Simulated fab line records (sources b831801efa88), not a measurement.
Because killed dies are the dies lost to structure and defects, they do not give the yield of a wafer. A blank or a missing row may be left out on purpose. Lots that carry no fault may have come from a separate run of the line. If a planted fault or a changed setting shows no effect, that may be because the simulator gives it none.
A struck lot beside a sound one	flow sky130	15 steps out of a route of 708
Sound: these wafers, L207.3, L207.4, L207.5. Wafers struck: L226.1, L226.4, L226.6. The cause is given at the end.
Per side, at each step with rows, come the tool, then ch with its chambers, and then its first start. Under that, the readings that differ: sound wafers	struck wafers	difference of the means	sigmas: that difference in standard deviations of wafers without a fault.
alike: words and numbers the same on both sides, and readings whose means are apart by under 2 such deviations; not compared: readings that were withheld, readings missing a value for some wafer, numbers with overlapping values and no deviation given by the record, and bounds like >300 which may hide the same value.
Wherever a step has rows on one side only, a row that says differs or no value, or a row with sigmas, the two part there. Non-overlapping numbers with no deviation appear without sigmas and do not part them. A reading missing from all wafers of one side parts the sides only when that side holds two or more wafers.

first, 4 steps without rows for these wafers: SKY_LDD_N_SOFTBAKE_03 (time 60 s); SKY_LDD_N_EXPOSE_04 (exposes mask NTM, target cd 840 nm); SKY_LDD_N_PEB_05; SKY_LDD_N_DEVELOP_06 (develop time 60 s).
SKY_LDD_N_OVL_MEAS_07:
  sound: overlay-02 at day 17 11:35; struck: overlay-01 at day 24 13:26
  alike: LDD_N_OVL
then, 7 steps without rows for these wafers: SKY_LDD_N_IMPLANT_08; SKY_LDD_N_IMPLANT_09; SKY_LDD_N_IMPLANT_10; SKY_LDD_N_IMPLANT_11; SKY_LDD_N_IMPLANT_12; SKY_LDD_N_IMPLANT_13; SKY_LDD_N_IMPLANT_14.
SKY_LDD_N_IMPLANT_15:
  sound on implanter-01 ch 0, day 17 12:43; struck on implanter-01 ch 0, day 24 14:32
reading	sound	struck	difference	sigmas
dose-ions-cm2	5.005e+12 5.004e+12 4.999e+12	7.83e+12 7.84e+12 7.84e+12	+2.83e+12	+99 or more
faraday-current-uA	28.0 27.9 27.9	44.3 43.8 44.1	+16.1	+28
  alike: end-station-pressure-torr, tilt-deg
SKY_LDD_N_STRIP_16: strips in O2/N2.
  sound on plasma-asher-01 ch 0,1, day 17 12:51; struck on plasma-asher-01 ch 0,1, day 24 14:41
  alike: drypump-motor-current-A, oes-product-au, strip-time-to-endpoint-s
  not compared: rf-hours-counter-h
-- here the record skips 26 days between the struck wafers' starts before and after, leaving off in module LDD_N and picking up in module PAD_OPEN (first step shown: number 708 of the route) --
SKY_PAD_OPEN_PROBE_99:
  sound: prober-01 at day 45 18:27; struck: prober-02 at day 50 06:21
reading	sound	struck	difference	sigmas
model.etest.nfet_01v8_turned.vt-sat-v (V)	0.6164 0.6236 0.634	0.6934 0.7027 0.6912	+0.0711	
model.etest.nfet_01v8_turned.vt-v (V)	0.6753 0.6795 0.6852	0.7214 0.733 0.7207	+0.0450	
model.etest.nfet_01v8_lvt.vt-sat-v (V)	0.4978 0.5141 0.5239	0.5665 0.5762 0.5583	+0.0551	
model.etest.nfet_01v8_lvt.vt-v (V)	0.5825 0.5927 0.5983	0.6251 0.6341 0.6227	+0.0361	
  alike: killed_at_M0_to_M3, killed_at_M4_up, killed-at-contacts, killed-at-front-end, killed-at-other, killed-dies, killed-open, killed-short

WHERE THEY PART
SKY_LDD_N_IMPLANT_15 only, going by this record. Later steps at which nothing parts them and some readings are alike: SKY_LDD_N_STRIP_16, SKY_PAD_OPEN_PROBE_99.

WHY: whatever the simulator had introduced
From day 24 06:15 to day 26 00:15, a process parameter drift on implanter-01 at SKY_LDD_N_IMPLANT_15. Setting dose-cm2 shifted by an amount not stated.
